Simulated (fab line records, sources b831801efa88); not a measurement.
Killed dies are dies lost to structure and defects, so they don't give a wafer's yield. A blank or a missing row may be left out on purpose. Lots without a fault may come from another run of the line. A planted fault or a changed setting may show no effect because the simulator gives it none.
fab line records | flow sky130
record lots=7 wafers=21 last_day=50
route steps=708 shown LDD_HVP@283 LDD_LDN@289
lots that met no fault: from a run of the same line without faults
start_h: hours from the record's first day to the start of the lot's first wafer shown | wait_h: hours since the lot's step before | " the same as in the row above | L1.1+2: a row that stands for several wafers | - no value, or no start given | * or withheld: withheld | < > ~ a bound
route shown NAME@n: a module of which the file shows steps, and the number in the route of the first | usual: mean/standard deviation of fault-free wafers | same: alike in all rows | chamber/n: place in a boat | sites: the reading at each site | _std_site: their standard deviation | _edge_site: outer sites' mean less inner sites' | radius_mm: how far each site lies from the wafer's centre | mask NAME#n: copy n | behind: the tool/chamber that last shaped the wafer | hold: why the lot was held/for how many hours/how that ended | device: the transistor (n, p or np) that didn't switch | end of line: the same wafers' tests at the end of the route | a step without rows: its recipe alone | killed: dies lost to structure and defects at the first sort, not the wafer's yield | map: a wafer's dies, x killed, . not, _ none there
set.NAME: the setting as run; set.NAME@STEP: as run at that earlier step | model.NAME: the simulator's own value behind a step, which no gauge read
lots at some steps of the route; a table a step, a row a wafer
services: from which hour (start_h, from the record's first day; less than 0 if before it) a tool's chamber was out of use, for how many hours, and why
## steps
# step SKY_LDD_HVP_PEB_05
# recipe temp_c=withheld time_s=* resist=NOVOLAK
# step SKY_LDD_HVP_DEVELOP_06
# recipe resist=NOVOLAK developer=TMAH develop_time_s=60 dev_temp_c=23
# step SKY_LDD_HVP_OVL_MEAS_07
# usual LDD_HVP_OVL=0.3/1.6
# columns lot.wafer tool chamber start_h wait_h LDD_HVP_OVL[nm]
L198.1 overlay-02 - 536.32 0.1 -2.3
L198.4 " - " " 1.0
L198.5 " - " " -1.4
L199.2 overlay-02 - 544.08 0.1 0.8
L199.3 " - " " -0.3
L199.6 " - " " 0.7
L200.1 overlay-02 - 558.32 0.1 -2.5
L200.2 " - " " 0.3
L200.4 " - " " -3.5
L208.2 overlay-02 - 626.08 0.1 -1.2
L208.3 " - " " 0.3
L208.6 " - " " -0.1
L212.3 overlay-01 - 661.89 0.1 2.0
L212.5 " - " " -1.2
L212.6 " - " " 0.8
L213.1 overlay-01 - 666.57 0.1 2.1
L213.3 " - " " 2.3
L213.4 " - " " 3.2
L215.2 overlay-01 - 685.34 0.1 -0.5
L215.3 " - " " 0.1
L215.5 " - " " 0.5
# step SKY_LDD_HVP_IMPLANT_08
# recipe species=B energy_kev=20 dose_cm2=1.7e+13 tilt_deg=17.9
# step SKY_LDD_HVP_STRIP_09
# recipe chemistry=O2/N2 power_w=1400 pressure_mtorr=1500 platen_temp_c=withheld o2_flow_sccm=3000 n2_flow_sccm=300 overash_fraction=0.5
# usual drypump_motor_current_A=5.8/0.39 oes_product_au=0.408/0.0046 strip_time_to_endpoint_s=4.133/0.012
# columns lot.wafer tool chamber start_h wait_h drypump_motor_current_A oes_product_au rf_hours_counter_h strip_time_to_endpoint_s
L198.1 plasma_asher-02 0 536.51 0.1 6.1 0.413 88 4.122
L198.4 " 1 " " 5.7 0.411 - 4.148
L198.5 " 0 " " 6.1 0.405 - 4.148
L199.2 plasma_asher-01 0 544.26 0.1 5.0 0.409 11 4.122
L199.3 " 0 " " 5.0 0.408 - 4.138
L199.6 " 1 " " 5.8 0.407 - 4.124
L200.1 plasma_asher-02 1 558.51 0.1 5.7 0.408 90 4.127
L200.2 " 0 " " 6.1 0.403 90 4.133
L200.4 " 1 " " 5.7 0.413 - 4.162
L208.2 plasma_asher-01 1 626.26 0.1 5.9 0.408 20 4.118
L208.3 " 0 " " 5.0 0.402 - 4.131
L208.6 " 0 " " 5.0 0.410 - 4.135
L212.3 plasma_asher-02 1 662.09 0.1 5.7 0.408 - 4.134
L212.5 " 0 " " 6.1 0.408 - 4.142
L212.6 " 1 " " 5.7 0.410 - 4.112
L213.1 plasma_asher-02 1 666.76 0.1 5.7 0.401 102 4.138
L213.3 " 1 " " 5.7 0.414 - 4.140
L213.4 " 0 " " 6.0 0.405 - 4.128
L215.2 plasma_asher-04 1 685.52 0.1 6.1 0.415 83 4.132
L215.3 " 1 " " 6.1 0.405 - 4.133
L215.5 " 0 " " 6.2 0.400 - 4.140
# step SKY_LDD_HVP_TW_MEAS_10
# usual LDD_HVP_TW=455/4.2
# columns lot.wafer tool chamber start_h wait_h LDD_HVP_TW
L198.1 film_metro-03 - 536.61 0.1 458
L198.4 " - " " 459
L198.5 " - " " 458
L199.2 film_metro-03 - 544.37 0.1 456
L199.3 " - " " 457
L199.6 " - " " 457
L200.1 film_metro-04 - 558.61 0.1 454
L200.2 " - " " 454
L200.4 " - " " 455
L208.2 film_metro-04 - 626.37 0.1 456
L208.3 " - " " 455
L208.6 " - " " 453
L212.3 film_metro-03 - 662.18 0.1 458
L212.5 " - " " 461
L212.6 " - " " 458
L213.1 film_metro-01 - 666.86 0.1 450
L213.3 " - " " 449
L213.4 " - " " 450
L215.2 film_metro-01 - 685.63 0.1 452
L215.3 " - " " 452
L215.5 " - " " 449
# step SKY_LDD_LDN_DEHYDRATE_00
# recipe temp_c=200 time_s=60
# step SKY_LDD_LDN_HMDS_01
# recipe prime_time_s=60 prime_temp_c=120
# step SKY_LDD_LDN_COAT_02
# recipe resist=NOVOLAK spin_rpm=3000 resist_thk_nm=1140
# step SKY_LDD_LDN_SOFTBAKE_03
# recipe temp_c=90 time_s=60 resist=NOVOLAK
# step SKY_LDD_LDN_EXPOSE_04
# recipe mask_id=LDNTM na=0.6 source_shape=conventional sigma_outer=0.6 polarization=unpolarized target_cd_nm=700 dose_mj=140
# step SKY_LDD_LDN_PEB_05
# recipe temp_c=withheld time_s=* resist=NOVOLAK
# step SKY_LDD_LDN_DEVELOP_06
# recipe resist=NOVOLAK developer=TMAH develop_time_s=60 dev_temp_c=23
# usual chill_plate_temp_C=23.01/0.12 develop_time_s=60/0
# columns lot.wafer tool chamber start_h wait_h chill_plate_temp_C develop_time_s
L198.1 litho_track-02 - 565.93 0.1 - -
L198.4 " - " " - -
L198.5 " - " " - -
L199.2 litho_track-02 - 574.15 0.1 - -
L199.3 " - " " - -
L199.6 " - " " - -
L200.1 litho_track-04 - 587.79 0.1 - -
L200.2 " - " " - -
L200.4 " - " " - -
L208.2 litho_track-04 0 654.51 0.1 23.04 60
L208.3 " 0 " " 23.13 60
L208.6 " 0 " " 23.11 60
L212.3 litho_track-01 0 689.94 0.1 22.98 60
L212.5 " 0 " " 22.87 60
L212.6 " 0 " " 22.85 60
L213.1 litho_track-04 0 694.99 0.1 23.08 60
L213.3 " 0 " " 23.19 60
L213.4 " 0 " " 23.08 60
L215.2 litho_track-04 0 713.36 0.1 23.04 60
L215.3 " 0 " " 23.00 60
L215.5 " 0 " " 23.13 60
# step SKY_LDD_LDN_OVL_MEAS_07
# usual LDD_LDN_OVL=0.2/1.7
# columns lot.wafer tool chamber start_h wait_h LDD_LDN_OVL[nm]
L198.1 overlay-02 - 566.08 0.1 -
L198.4 " - " " -
L198.5 " - " " -
L199.2 overlay-01 - 574.28 0.1 -
L199.3 " - " " -
L199.6 " - " " -
L200.1 overlay-01 - 587.94 0.1 -
L200.2 " - " " -
L200.4 " - " " -
L208.2 overlay-02 - 654.64 0.1 -0.4
L208.3 " - " " -0.7
L208.6 " - " " -2.2
L212.3 overlay-02 - 690.06 0.1 0.0
L212.5 " - " " -0.9
L212.6 " - " " 1.3
L213.1 overlay-02 - 695.14 0.1 -1.1
L213.3 " - " " 0.1
L213.4 " - " " -1.0
L215.2 overlay-02 - 713.49 0.1 0.6
L215.3 " - " " 1.3
L215.5 " - " " 1.9
## services
# columns tool chamber start_h hours kind
plasma_asher-04 - 524.79 1.2 repair
plasma_asher-04 - 568.65 16.2 repair
plasma_asher-01 - 639.18 3.4 repair
plasma_asher-02 - 653.38 2.1 repair
litho_track-04 - 687.68 - consumable_replace:filter
## key
first_sign step=SKY_LDD_LDN_DEVELOP_06 reading=tool_record direction=missing
effect none on later readings
met_at SKY_LDD_LDN_DEVELOP_06
struck_wafers L198.1,L198.4,L198.5,L199.2,L199.3,L199.6,L200.1,L200.2,L200.4
sort_left_out L198.1,L198.4,L198.5,L199.2,L199.3,L199.6,L200.1,L200.2,L200.4
tester_left_out L198,L199,L200
fault kind=skipped_step_whole tool=litho_track-02,litho_track-04 chamber=- onset_h=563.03 steps=SKY_LDD_LDN_DEVELOP_06 scope=struck_lots_only
# tester_left_out: of these lots the tester's yield and bins aren't shown, on N5 and GAA mostly nor the transistor test; their killed dies are dies lost to structure and defects alone, not to doping, threshold or leakage, so they don't give the yield
# sort_left_out: the simulated sort isn't trusted on such a fault, so these wafers' sort isn't shown, and their yield isn't known
